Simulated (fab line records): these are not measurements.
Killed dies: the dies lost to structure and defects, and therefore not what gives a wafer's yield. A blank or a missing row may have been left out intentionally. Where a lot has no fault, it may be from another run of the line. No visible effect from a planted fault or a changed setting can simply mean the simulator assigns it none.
A lot that was struck, set against a sound lot	flow sky130	27 out of 708 route steps
Sound: wafers L106.1, L106.2, L106.3. Struck: wafers L113.2, L113.4. (L113.5 of the same lot was not struck and is left out.) The cause comes at the end.
For every step that has rows: the tool of each side, followed by ch and its chambers, followed by its first start. Under that, the readings that differ: sound wafers	struck wafers	difference of the means	sigmas: that difference in standard deviations of wafers without a fault.
alike: readings whose means differ by less than 2 such deviations, and words and numbers that are the same on both sides. not compared: withheld readings, readings that some wafer has no value for, bounds like >300 that may hide the same value, and numbers for which the record gives no deviation and whose values overlap.
Wherever a step has rows on one side only, a row that says differs or no value, or a row with sigmas, the two part there. Non-overlapping numbers with no deviation appear without sigmas and do not part them. A reading that every wafer of one side lacks parts them only if that side has two wafers or more.

first, 2 steps without rows for these wafers: SKY_LDD_LDN_PEB_05; SKY_LDD_LDN_DEVELOP_06 (develop time 60 s).
SKY_LDD_LDN_OVL_MEAS_07:
  struck on overlay-02, day 27 17:19; sound on overlay-01, day 24 23:10
  alike: LDD_LDN_OVL
then, 4 steps without rows for these wafers: SKY_LDD_LDN_IMPLANT_08; SKY_LDD_LDN_IMPLANT_09; SKY_LDD_LDN_IMPLANT_10; SKY_LDD_LDN_IMPLANT_11.
SKY_LDD_LDN_STRIP_12: strips in O2/N2.
  sound on plasma-asher-02 ch 0,1, day 24 23:48; struck on plasma-asher-03 ch 0,1, day 27 17:57
  alike: drypump-motor-current-A, oes-product-au, strip-time-to-endpoint-s
  not compared: rf-hours-counter-h
SKY_LDD_LDN_TW_MEAS_13:
  struck on film-metro-04, day 27 18:04; sound on film-metro-04, day 24 23:54
  alike: LDD_LDN_TW
then, 2 steps without rows for these wafers: SKY_LDD_LDN_CLEAN_14 (cleans in SC1/SC2, time 150 s); SKY_SPACER_CVD_00 (deposits Si3N4 from DCS/NH3, target thk 43.1 nm, time 740 s).
SKY_SPACER_THK_MEAS_01:
  struck on film-metro-02, day 27 20:07; sound on film-metro-03, day 25 01:26
  alike: SPACER_CVD_00_THK
SKY_SPACER_ETCHBACK_02: etches Si3N4 in CH3F/O2, stops on SiO2, time 46.7 s, target depth 45 nm.
  sound on rie-diel-03 ch 0,2,3, day 25 01:29; struck on rie-diel-03 ch 2,3, day 27 20:10
reading	sound	struck	difference	sigmas
oes-product-au (a.u.)	0.854 0.850 0.852	0.727 0.739	-0.119	-18
run-length-s (s)	75.4 75.0 74.0	89.6 90.6	+15.3	+36
model.SiO2_of_SONOS_ONO_CVD_04.thk-nm (nm)	4.346 4.29 4.339	2.763 2.716	-1.586	
  alike: ch3f-flow-sccm, drypump-motor-current-A, throttle-valve-pct
  not compared: rf-hours-counter-h
then, 8 steps without rows for these wafers: SKY_POLY_CUT_DEHYDRATE_00 (time 60 s); SKY_POLY_CUT_HMDS_01 (prime time 60 s); SKY_POLY_CUT_COAT_02 (resist thk 60 nm); SKY_POLY_CUT_COAT_03 (resist thk 450 nm); SKY_POLY_CUT_SOFTBAKE_04 (time 90 s); SKY_POLY_CUT_EXPOSE_05 (exposes mask NPCM, target cd 270 nm); SKY_POLY_CUT_PEB_06; SKY_POLY_CUT_DEVELOP_07 (develop time 60 s).
SKY_POLY_CUT_CD_MEAS_08 targets a cd of 270 nm.
  struck on cd-sem-02, day 29 00:04; sound on cd-sem-02, day 26 07:08
  alike: cd-nm
SKY_POLY_CUT_OVL_MEAS_09:
  struck on overlay-01, day 29 00:10; sound on overlay-01, day 26 07:15
  alike: POLY_CUT_OVL
SKY_POLY_CUT_ETCH_10: etches BARC in N2/H2, stops on SiO2, time 45.9 s, target depth 60 nm.
  sound on rie-diel-04 ch 1,2,3, day 26 07:17; struck on rie-diel-04 ch 2,3, day 29 00:12
  alike: drypump-motor-current-A, oes-product-au, throttle-valve-pct
  not compared: rf-hours-counter-h
SKY_POLY_CUT_ETCH_11: etches Si3N4 in CF4/CH2F2/Ar, stops on poly-Si, time 42.5 s, target depth 60 nm.
  sound on rie-diel-04 ch 1,2,3, day 26 07:20; struck on rie-diel-04 ch 2,3, day 29 00:15
reading	sound	struck	difference	sigmas
oes-product-au (a.u.)	0.822 0.824 0.826	0.792 0.791	-0.032	-5
model.etch.depth-nm (nm)	60.87 60.95 61.02	57.95 57.26	-3.34	
model.POLY_CUT.feature-depth-nm (nm)	60.87 60.95 61.02	57.95 57.26	-3.34	
  alike: drypump-motor-current-A, throttle-valve-pct
  not compared: rf-hours-counter-h
SKY_POLY_CUT_STRIP_12: strips in O2/N2.
  sound on plasma-asher-04 ch 0,1, day 26 07:22; struck on plasma-asher-04 ch 0, day 29 00:17
reading	sound	struck	difference	sigmas
oes-product-au (a.u.)	0.449 0.447 0.445	0.459 0.455	+0.010	+2
  alike: drypump-motor-current-A, strip-time-to-endpoint-s
  not compared: rf-hours-counter-h
-- here the record skips 20 days between the struck wafers' starts before and after, leaving off in module POLY_CUT and picking up in module PAD_OPEN (first step shown: number 708 of the route) --
SKY_PAD_OPEN_PROBE_99:
  struck on prober-02, day 49 03:54; sound on prober-02, day 47 05:00
reading	sound	struck	difference	sigmas
model.etest.pfet_01v8.r-on-ohm-um	2895 2828 2963	2697 2739	-177	
model.etest.res-pdiff.line-ohm-um	1388 1365 1370	1303 1309	-68	
model.etest.res-ndiff.line-ohm-um	762.7 756.7 752.4	729 718.9	-33	
model.etest.sonos-uncharged.r-on-ohm-um	816.7 804.6 824.4	772.3 780.6	-38.8	
model.etest.pfet_01v8.drive-ua-um	194.6 198.7 188	207.4 205.2	+12.5	
model.etest.pfet_01v8_hvt.drive-ua-um	144.1 146.9 140.2	154.3 153.9	+10.4	
model.etest.res-pdiff.rs-ohm-sq	196.7 197 198.7	186.5 185.4	-11.5	
  alike: killed_at_M0_to_M3, killed_at_M4_up, killed-at-contacts, killed-at-front-end, killed-at-other, killed-dies, killed-open, killed-short
  not compared: model.etest.sram-pfet-latch.drive-ua-um

## WHERE THEY PART
Earliest at SKY_SPACER_ETCHBACK_02; latest, in this record, at SKY_POLY_CUT_STRIP_12. Later steps at which nothing parts them and some readings are alike: SKY_PAD_OPEN_PROBE_99.

WHY: what had been put in by the simulator
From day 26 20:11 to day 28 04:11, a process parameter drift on rie-diel-03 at SKY_SPACER_ETCHBACK_02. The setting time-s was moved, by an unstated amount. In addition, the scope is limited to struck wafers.
